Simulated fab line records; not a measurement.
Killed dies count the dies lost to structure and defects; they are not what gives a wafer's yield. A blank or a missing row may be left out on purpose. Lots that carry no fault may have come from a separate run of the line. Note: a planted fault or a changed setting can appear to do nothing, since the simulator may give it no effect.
fab line records	flow sky130
record: lots: 11	wafers: 33	lastDay: 50
route steps=708 shown METAL3@532 VIA3@586 VIA4@657 PAD_OPEN@708
lots that met no fault: from a run of the same line without faults
startH: hours from the record's first day to the start of the lot's first wafer shown	waitH: how many hours have passed since the lot's step before this one	" the same as in the row above	L1.1+2: one row covering several wafers at once	- no value, or no start given	* or withheld: withheld	< > ~ a bound
route shown NAME@n: NAME is a module with steps in the file, n the number in the route of the first one	usual: mean/standard deviation taken from wafers without a fault	same: alike in all rows	chamber/n: place in a boat	sites: per-site readings	_std_site: standard deviation of those values	_edge_site: mean of outer sites minus mean of inner sites	radiusMm: for every site, how far away it sits from the centre of the wafer	mask NAME#n: copy n	behind: the tool/chamber that last shaped the wafer	hold: cause of the lot's hold/its duration in hours/its outcome	device: names the non-switching transistor (n, p or np)	end of line: tests of these same wafers at the route's end	a step given without rows: its recipe and nothing more	killed: at the first sort, the dies lost to defects and structure; wafer yield is something else	map: shows each die of a wafer: x if killed, . if not, _ if none is there
set.NAME: the setting that was run; set.NAME@STEP: the one run at that earlier step	model.NAME: the simulator's own value behind a step, which no gauge read
route steps across a sampled set of lots; one table per step, one row per wafer
services: when a tool's chamber went out of use (startH, in hours from the record's first day, below 0 if earlier), for how many hours, and the reason
== steps ==
step: SKY_METAL3_SPUTTER_00
recipe: material: Ti	targetThkNm: 15	powerW: 3000	timeS: 10	chamberPressurePa: 0.4
usual: throttleValvePct: 30.1/0.93
lot.wafer	tool	chamber	startH	waitH	throttleValvePct
L881.2	pvdSputter-01	-	852.78	0.1	29.9
L881.4	"	-	"	"	31.6
L881.5	"	-	"	"	30.1
L883.1	pvdSputter-01	-	867.35	0.1	29.2
L883.3	"	-	"	"	31.7
L883.5	"	-	"	"	30.2
L884.1	pvdSputter-01	-	869.80	0.2	29.1
L884.4	"	-	"	"	30.4
L884.6	"	-	"	"	29.1
L885.2	pvdSputter-01	-	883.37	0.1	30.5
L885.3	"	-	"	"	29.9
L885.4	"	-	"	"	30.6
L892.2	pvdSputter-04	-	944.41	0.1	28.1
L892.4	"	-	"	"	29.6
L892.5	"	-	"	"	29.7
L894.1	pvdSputter-01	-	947.37	0.2	31.7
L894.5	"	-	"	"	30.0
L894.6	"	-	"	"	31.7
L899.4	pvdSputter-04	-	980.86	0.1	28.1
L899.5	"	-	"	"	30.6
L899.6	"	-	"	"	29.9
L900.3	pvdSputter-02	-	981.33	0.2	31.4
L900.4	"	-	"	"	29.8
L900.6	"	-	"	"	30.0
L901.1	pvdSputter-04	-	988.62	0.2	28.1
L901.4	"	-	"	"	29.7
L901.5	"	-	"	"	30.5
L903.2	pvdSputter-04	-	1004.03	0.2	29.1
L903.4	"	-	"	"	30.6
L903.5	"	-	"	"	29.0
L904.1	pvdSputter-04	-	1009.82	0.2	30.3
L904.3	"	-	"	"	29.7
L904.6	"	-	"	"	29.7
step: SKY_METAL3_SPUTTER_04
recipe: material: TiN	targetThkNm: 70	powerW: 6500	timeS: 58.3	chamberPressurePa: 0.4
usual: throttleValvePct: 30.1/0.92
lot.wafer	tool	chamber	startH	waitH	throttleValvePct
L881.2	pvdSputter-01	-	852.88	0.0	30.1
L881.4	"	-	"	"	31.6
L881.5	"	-	"	"	29.9
L883.1	pvdSputter-01	-	867.45	0.0	29.2
L883.3	"	-	"	"	31.7
L883.5	"	-	"	"	30.0
L884.1	pvdSputter-01	-	869.91	0.0	29.1
L884.4	"	-	"	"	30.3
L884.6	"	-	"	"	28.9
L885.2	pvdSputter-01	-	883.47	0.0	30.3
L885.3	"	-	"	"	30.1
L885.4	"	-	"	"	30.5
L892.2	pvdSputter-04	-	944.52	0.0	28.4
L892.4	"	-	"	"	29.9
L892.5	"	-	"	"	29.9
L894.1	pvdSputter-01	-	947.48	0.0	31.7
L894.5	"	-	"	"	29.9
L894.6	"	-	"	"	31.7
L899.4	pvdSputter-04	-	980.97	0.0	28.4
L899.5	"	-	"	"	30.2
L899.6	"	-	"	"	29.8
L900.3	pvdSputter-02	-	981.43	0.0	31.3
L900.4	"	-	"	"	29.9
L900.6	"	-	"	"	29.8
L901.1	pvdSputter-04	-	988.72	0.0	28.3
L901.4	"	-	"	"	29.6
L901.5	"	-	"	"	30.5
L903.2	pvdSputter-04	-	1004.14	0.0	28.8
L903.4	"	-	"	"	30.4
L903.5	"	-	"	"	28.9
L904.1	pvdSputter-04	-	1009.92	0.0	30.1
L904.3	"	-	"	"	29.8
L904.6	"	-	"	"	29.9
step: SKY_VIA3_OVL_MEAS_13
usual: VIA3_OVL: 2/6.1
lot.wafer	tool	chamber	startH	waitH	VIA3_OVL[nm]
L881.2	overlay-02	-	932.34	0.1	10
L881.4	"	-	"	"	7
L881.5	"	-	"	"	17
L883.1	overlay-02	-	945.71	0.1	-9
L883.3	"	-	"	"	-4
L883.5	"	-	"	"	-11
L884.1	overlay-01	-	947.03	0.1	14
L884.4	"	-	"	"	14
L884.6	"	-	"	"	5
L885.2	overlay-01	-	960.54	0.1	-1
L885.3	"	-	"	"	5
L885.4	"	-	"	"	3
L892.2	overlay-01	-	1018.64	0.1	-13
L892.4	"	-	"	"	-6
L892.5	"	-	"	"	-7
L894.1	overlay-02	-	1021.03	0.1	0
L894.5	"	-	"	"	-1
L894.6	"	-	"	"	7
L900.3	overlay-02	-	1052.54	0.1	-12
L900.4	"	-	"	"	-5
L900.6	"	-	"	"	-1
L899.4	overlay-02	-	1052.98	0.1	-10
L899.5	"	-	"	"	-6
L899.6	"	-	"	"	-6
L901.1	overlay-01	-	1058.88	0.1	-1
L901.4	"	-	"	"	4
L901.5	"	-	"	"	-1
L903.2	overlay-01	-	1074.54	0.1	3
L903.4	"	-	"	"	0
L903.5	"	-	"	"	-4
L904.1	overlay-01	-	1077.63	0.1	3
L904.3	"	-	"	"	-2
L904.6	"	-	"	"	4
step: SKY_VIA4_CVD_18
recipe: material: W	targetThkNm: 505	timeS: 152.14	tempC: 400	pressureTorr: 40
usual: chamberPressureTorr: 40.00/0.095	heaterPowerOuterW: 502/48	heaterPowerW: 834/74	susceptorTempC: 400.01/0.22
lot.wafer	tool	chamber	startH	waitH	chamberPressureTorr	heaterPowerOuterW	heaterPowerW	susceptorTempC
L881.2	cvdW-02	0	1006.27	0.0	40.02	516	883	400.22
L881.4	"	1	"	"	40.02	489	811	399.70
L881.5	"	1	"	"	40.11	505	799	399.88
L883.1	cvdW-02	0	1020.97	0.0	40.08	507	901	399.88
L883.3	"	1	"	"	40.18	504	799	400.28
L883.5	"	0	"	"	40.09	504	893	400.16
L884.1	cvdW-02	0	1023.82	0.0	-	-	-	-
L884.4	"	1	"	"	-	-	-	-
L884.6	"	0	"	"	-	-	-	-
L885.2	cvdW-01	0	1033.22	0.0	-	-	-	-
L885.3	"	0	"	"	-	-	-	-
L885.4	"	1	"	"	-	-	-	-
L892.2	cvdW-01	1	1088.07	0.0	40.00	571	891	399.85
L892.4	"	1	"	"	39.94	561	903	399.57
L892.5	"	0	"	"	40.05	434	718	400.06
L894.1	cvdW-01	0	1091.77	0.0	39.94	427	735	399.80
L894.5	"	0	"	"	40.09	440	736	399.71
L894.6	"	1	"	"	40.22	554	898	399.86
L900.3	cvdW-02	0	1118.83	0.1	40.07	507	875	399.99
L900.4	"	1	"	"	39.79	506	818	399.82
L900.6	"	1	"	"	39.94	515	817	399.84
L899.4	cvdW-01	1	1119.04	0.1	39.96	567	896	400.01
L899.5	"	1	"	"	39.97	557	912	400.10
L899.6	"	0	"	"	40.06	438	725	400.20
L901.1	cvdW-01	0	1123.89	0.0	40.04	430	756	400.29
L901.4	"	1	"	"	40.07	559	874	399.87
L901.5	"	1	"	"	39.96	566	937	399.98
L903.2	cvdW-02	1	1139.87	0.0	39.87	502	814	400.23
L903.4	"	1	"	"	39.86	498	806	400.12
L903.5	"	1	"	"	39.92	494	830	400.23
L904.1	cvdW-02	0	1141.82	0.0	39.98	514	909	399.96
L904.3	"	0	"	"	40.01	511	891	399.30
L904.6	"	0	"	"	39.95	513	885	399.73
step: SKY_VIA4_RS_MEAS_19
recipe: thkMeasGauge: four-point-probe	reads: W_of_VIA4_CVD_18+TiN_of_VIA4_SPUTTER_17
usual: VIA4_W_RS: 0.2265/0.0027
lot.wafer	tool	chamber	startH	waitH	VIA4_W_RS[ohm/sq]
L881.2	filmMetro-03	-	1006.44	0.1	0.2279
L881.4	"	-	"	"	0.2249
L881.5	"	-	"	"	0.2258
L883.1	filmMetro-03	-	1021.12	0.1	0.2224
L883.3	"	-	"	"	0.2249
L883.5	"	-	"	"	0.2244
L884.1	filmMetro-01	-	1023.97	0.1	57.773
L884.4	"	-	"	"	59.586
L884.6	"	-	"	"	58.278
L885.2	filmMetro-01	-	1033.39	0.1	56.687
L885.3	"	-	"	"	57.198
L885.4	"	-	"	"	56.341
L892.2	filmMetro-02	-	1088.24	0.1	0.2276
L892.4	"	-	"	"	0.2328
L892.5	"	-	"	"	0.2273
L894.1	filmMetro-01	-	1091.92	0.1	0.2223
L894.5	"	-	"	"	0.2262
L894.6	"	-	"	"	0.2276
L900.3	filmMetro-03	-	1119.01	0.1	0.2261
L900.4	"	-	"	"	0.2223
L900.6	"	-	"	"	0.2227
L899.4	filmMetro-03	-	1119.21	0.1	0.2313
L899.5	"	-	"	"	0.2311
L899.6	"	-	"	"	0.2281
L901.1	filmMetro-03	-	1124.04	0.1	0.2261
L901.4	"	-	"	"	0.2261
L901.5	"	-	"	"	0.2291
L903.2	filmMetro-02	-	1140.05	0.1	0.2258
L903.4	"	-	"	"	0.2234
L903.5	"	-	"	"	0.2249
L904.1	filmMetro-03	-	1141.97	0.1	0.2231
L904.3	"	-	"	"	0.2222
L904.6	"	-	"	"	0.2207
step: SKY_VIA4_THK_MEAS_20
recipe: thkMeasGauge: xrf	reads: W_of_VIA4_CVD_18
usual: VIA4_W_THK: 495/7.6
lot.wafer	tool	chamber	startH	waitH	VIA4_W_THK[nm]
L881.2	filmMetro-03	-	1006.55	0.1	483
L881.4	"	-	"	"	488
L881.5	"	-	"	"	485
L883.1	filmMetro-03	-	1021.24	0.1	501
L883.3	"	-	"	"	495
L883.5	"	-	"	"	495
L884.1	filmMetro-01	-	1024.09	0.1	-
L884.4	"	-	"	"	-
L884.6	"	-	"	"	-
L885.2	filmMetro-01	-	1033.50	0.1	<0
L885.3	"	-	"	"	-
L885.4	"	-	"	"	<0
L892.2	filmMetro-02	-	1088.35	0.1	495
L892.4	"	-	"	"	484
L892.5	"	-	"	"	496
L894.1	filmMetro-01	-	1092.04	0.1	510
L894.5	"	-	"	"	498
L894.6	"	-	"	"	497
L900.3	filmMetro-03	-	1119.11	0.1	489
L900.4	"	-	"	"	496
L900.6	"	-	"	"	497
L899.4	filmMetro-03	-	1119.30	0.1	476
L899.5	"	-	"	"	477
L899.6	"	-	"	"	485
L901.1	filmMetro-03	-	1124.16	0.1	489
L901.4	"	-	"	"	488
L901.5	"	-	"	"	481
L903.2	filmMetro-02	-	1140.16	0.1	491
L903.4	"	-	"	"	499
L903.5	"	-	"	"	496
L904.1	filmMetro-03	-	1142.09	0.1	494
L904.3	"	-	"	"	494
L904.6	"	-	"	"	503
step: SKY_VIA4_CMP_21
recipe: stopOn: SiO2	tOverpolishS: 25	downForcePsi: 3.5	platenRpm: 60	targetThkNm: 0	padVelocityMS: 0.94248
usual: motorCurrentA: 10.1/0.86	timeToEndpointS: 125/5.1
lot.wafer	tool	chamber	startH	waitH	motorCurrentA	timeToEndpointS
L881.2	cmp-02	0	1006.65	0.1	8.9	128
L881.4	"	2	"	"	10.5	124
L881.5	"	0	"	"	8.9	131
L883.3	cmp-02	0	1021.30	0.0	9.4	130
L883.1	"	3	"	"	10.0	126
L883.5	"	0	"	"	8.6	132
L884.4	cmp-02	3	1024.33	0.2	10.9	4
L884.1	"	1	"	"	11.1	7
L884.6	"	3	"	"	10.1	3
L885.4	cmp-02	1	1033.55	0.0	11.9	11
L885.2	"	2	"	"	10.4	5
L885.3	"	3	"	"	10.5	8
L892.2	cmp-02	0	1088.53	0.2	9.4	131
L892.4	"	1	"	"	11.0	126
L892.5	"	3	"	"	10.9	127
L894.1	cmp-02	3	1092.20	0.1	10.5	125
L894.5	"	1	"	"	11.9	126
L894.6	"	2	"	"	10.3	116
L900.3	cmp-02	1	1119.25	0.1	11.5	124
L900.4	"	2	"	"	10.1	118
L900.6	"	0	"	"	8.6	123
L899.4	cmp-02	2	1119.60	0.3	10.3	115
L899.5	"	3	"	"	10.4	118
L899.6	"	0	"	"	9.1	126
L901.1	cmp-02	2	1124.22	0.1	10.2	122
L901.4	"	0	"	"	8.7	124
L901.5	"	3	"	"	10.8	124
L903.4	cmp-01	0	1140.34	0.2	8.6	116
L903.2	"	2	"	"	9.5	120
L903.5	"	3	"	"	10.6	123
L904.3	cmp-02	2	1142.20	0.1	10.2	125
L904.1	"	3	"	"	10.6	131
L904.6	"	1	"	"	11.6	138
step: SKY_PAD_OPEN_PROBE_99
usual: killed_at_M0_to_M3: 43/6.3	killed_at_M4_up: 3.0/1.6	killedAtContacts: 25/5	killedAtFrontEnd: 15/4.4	killedAtOther: 0.3/0.8	killedDies: 85/8.7	killedOpen: 47/6.9	killedShort: 38/6.3
same: grossDies: 492	killedAtBackSide: 0
lot.wafer	tool	chamber	startH	waitH	killed_at_M0_to_M3	killed_at_M4_up	killedAtContacts	killedAtFrontEnd	killedAtOther	killedDies	killedOpen	killedShort
L884.4	prober-02	-	1093.82	0.2	44	0	27	14	0	85	49	36
L885.3	prober-01	-	1101.18	0.2	51	4	17	24	0	96	45	51
L894.1	prober-02	-	1154.09	0.1	55	4	19	14	0	92	46	46
L894.5	prober-02	-	1154.29	0.2	43	0	27	15	0	85	45	40
L894.6	prober-02	-	1154.34	0.2	49	1	22	18	0	90	51	39
killed by level:class
L884.4 LI_CONTACT:geometricParticle:open=10 VIA2:geometricParticle:open=9 CONTACT:geometricParticle:open=7 METAL2:geometricParticle:short=7 VIA3:geometricParticle:open=6 VIA1:geometricParticle:open=6 FIELD_ISO:geometricParticle:short=5 LI_CONTACT:geometricParticle:short=5
L885.3 VIA1:geometricParticle:open=9 VIA3:geometricParticle:open=9 LOCAL_INTERCONNECT:geometricParticle:short=7 FIELD_ISO:geometricParticle:short=6 VIA1:geometricParticle:short=6 METAL2:geometricParticle:short=6 POLY_GATE:geometricParticle:open=5 METAL1:geometricParticle:short=5
L894.1 VIA1:geometricParticle:open=12 METAL1:geometricParticle:short=9 CONTACT:geometricParticle:open=7 VIA3:geometricParticle:open=6 VIA3:geometricParticle:short=6 LI_CONTACT:geometricParticle:open=4 VIA1:geometricParticle:short=4 VIA2:geometricParticle:short=4
L894.5 VIA1:geometricParticle:open=11 CONTACT:geometricParticle:open=8 LOCAL_INTERCONNECT:geometricParticle:short=7 VIA3:geometricParticle:open=6 POLY_GATE:geometricParticle:open=5 METAL2:geometricParticle:short=5 METAL1:geometricParticle:short=4 LI_CONTACT:geometricParticle:open=4
L894.6 VIA2:geometricParticle:open=14 VIA1:geometricParticle:open=10 CONTACT:geometricParticle:open=9 VIA1:geometricParticle:short=8 CONTACT:geometricParticle:short=7 FIELD_ISO:geometricParticle:short=6 FIELD_ISO:geometricParticle:open=5 POLY_GATE:geometricParticle:open=4
== services ==
tool	chamber	startH	hours	kind
pvdSputter-04	-	845.37	2.5	repair
cmp-02	-	853.19	2.0	repair
pvdSputter-04	-	860.42	5.1	repair
cvdW-01	1	899.43	21.8	repair
cvdW-02	-	904.00	14.0	pm
cmp-01	-	912.79	4.0	pm
cmp-02	-	913.47	5.6	repair
cvdW-02	-	918.00	2.8	pm
pvdSputter-01	-	920.85	1.1	repair
pvdSputter-02	-	942.61	2.5	repair
cvdW-02	0	945.88	14.0	repair
cmp-02	-	951.15	3.5	pm
cmp-02	-	957.42	3.9	repair
cvdW-01	-	966.35	0.6	repair
pvdSputter-01	-	967.00	1.4	repair
cvdW-02	0	967.15	2.7	repair
cmp-02	-	983.37	6.4	pm
cvdW-02	1	999.23	5.0	repair
cmp-02	-	1005.42	0.3	repair
cvdW-01	-	1054.02	1.3	repair
cvdW-01	0	1062.37	4.0	repair
cmp-02	-	1076.81	7.2	repair
cmp-02	-	1084.48	4.0	pm
pvdSputter-04	-	1136.40	9.0	repair
== key ==
firstSign: step: SKY_VIA4_CVD_18	reading: toolRecord	direction: missing
effect: step: SKY_VIA4_RS_MEAS_19	reading: VIA4_W_RS	direction: up	sigmas: 99+	usual: 0.2265	struck: 57.644
effect: step: SKY_VIA4_THK_MEAS_20	reading: VIA4_W_THK	direction: missing
effect: step: SKY_VIA4_CMP_21	reading: timeToEndpointS	direction: down	sigmas: 23	usual: *	struck: *
metAt SKY_VIA4_CVD_18
struckLots L884,L885
testerLeftOut L884,L885
notActingAt SKY_METAL3_SPUTTER_00,SKY_METAL3_SPUTTER_04,SKY_VIA3_OVL_MEAS_13
onsetBetween 1020.97 1023.82
earlierFault: kind: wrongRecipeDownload	tool: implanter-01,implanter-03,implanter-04	chamber: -	onsetH: 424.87	steps: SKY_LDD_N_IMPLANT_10	wrongRecipe.notListed: 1
earlierFault: kind: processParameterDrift	tool: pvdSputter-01	chamber: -	onsetH: 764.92	steps: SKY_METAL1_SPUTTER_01	channel: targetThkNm	offset: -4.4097	shape: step	actsIn: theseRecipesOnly	stated: 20
fault: kind: skippedStepWhole	tool: cvdW-01,cvdW-02	chamber: -	onsetH: 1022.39	steps: SKY_VIA4_CVD_18	scope: struckLotsOnly
testerLeftOut: of these lots the tester's yield and bins aren't shown, on N5 and GAA mostly nor the transistor test; their killed dies are dies lost to structure and defects alone, not to doping, threshold or leakage, so they don't give the yield
